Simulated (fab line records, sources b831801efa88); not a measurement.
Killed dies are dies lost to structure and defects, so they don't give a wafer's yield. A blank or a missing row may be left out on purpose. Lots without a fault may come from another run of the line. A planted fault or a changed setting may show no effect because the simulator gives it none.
One fault seen from 2 desks | flow sky130 | each desk has only its own numbers; what lay behind them comes last

THE METROLOGY DESK
What the gauges read, lot by lot, whatever tool the lot ran on: means of the sampled wafers that have a number. A lot is out of limits, marked OUT, if its mean lies more than 4 standard deviations from the usual mean; the brackets give that distance.
Columns: A = NWELL_OXIDATION_THK at SKY_NWELL_THK_MEAS_02, usual 10.00 nm; B = NWELL_01_OVL at SKY_NWELL_OVL_MEAS_23, usual -0.1 nm; C = LDD_N_TW at SKY_LDD_N_TW_MEAS_17, usual 2603; D = LDD_LDN_OVL at SKY_LDD_LDN_OVL_MEAS_07, usual 0.0 nm
lot  | first seen here | A     | B    | C               | D
L960 | day 2 15:17     | 10.20 | 0.5  | 2590            | -0.2
L961 | day 3 00:04     | 10.10 | -0.8 | 2634            | 1.4
L962 | day 3 02:48     | 10.01 | 1.8  | 2630            | -0.7
L964 | day 3 12:52     | 9.93  | -1.1 | 2637            | -1.7
L970 | day 4 18:28     | 9.79  | 1.8  | 2490            | -
L971 | day 4 22:13     | 10.09 | 0.7  | 2443 (-5.2) OUT | -
L972 | day 5 04:27     | 10.15 | 2.0  | 2442 (-5.2) OUT | -
L974 | day 5 13:13     | 10.04 | 2.0  | 2626            | -0.1
L975 | day 5 18:56     | 10.00 | -1.4 | 2574            | -1.0
L976 | day 6 01:23     | 10.02 | 1.5  | 2570            | 1.1
L979 | day 6 16:05     | 9.92  | -0.3 | 2649            | -0.4
L980 | day 6 19:49     | 10.04 | -2.4 | 2579            | -1.8
L981 | day 7 08:19     | 9.71  | 0.1  | 2568            | 1.8
L982 | day 7 08:20     | 10.03 | -0.0 | 2626            | 2.5
L983 | day 7 14:54     | 10.05 | -0.5 | 2634            | 0.2
This desk's finding: out of limits on L971, L972; first on L971, day 22 22:41 (LDD_N_TW at SKY_LDD_N_TW_MEAS_17). In limits: L960, L961, L962, L964, L970, L974, L975, L976, L979, L980, L981, L982, L983.

THE TOOL OWNER'S DESK: implanter-03
The tool's own readings at SKY_LDD_N_IMPLANT_09: means of the sampled wafers that have a number, for each lot that ran on this tool. A lot is out of limits, marked OUT, if its mean lies more than 4 standard deviations from the usual mean; the brackets give that distance.
Columns: A = beam_energy_keV at SKY_LDD_N_IMPLANT_09, usual 19.999; B = beam_on_s at SKY_LDD_N_IMPLANT_09, usual 10.02 s
lot  | first seen here | A      | B
L962 | day 19 07:17    | 20.000 | 10.23
L979 | day 25 08:51    | 20.000 | 9.81
This desk's finding: nothing out of limits on any of the 2 lots.

PUT TOGETHER
The metrology desk could have raised an alarm at day 22 22:41, on L971, L972.
The tool owner's desk saw nothing out of limits.
The tool owner's desk has no number on record for L971, L972.
Of the lots named, all ran SKY_LDD_N_IMPLANT_09 on implanter-03.

WHAT THE SIMULATOR HAD PUT IN
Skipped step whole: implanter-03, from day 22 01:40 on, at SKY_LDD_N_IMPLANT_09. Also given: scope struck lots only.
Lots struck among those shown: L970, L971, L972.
Hours from the fault's start to each desk's first reading out of limits: the metrology desk, 21.
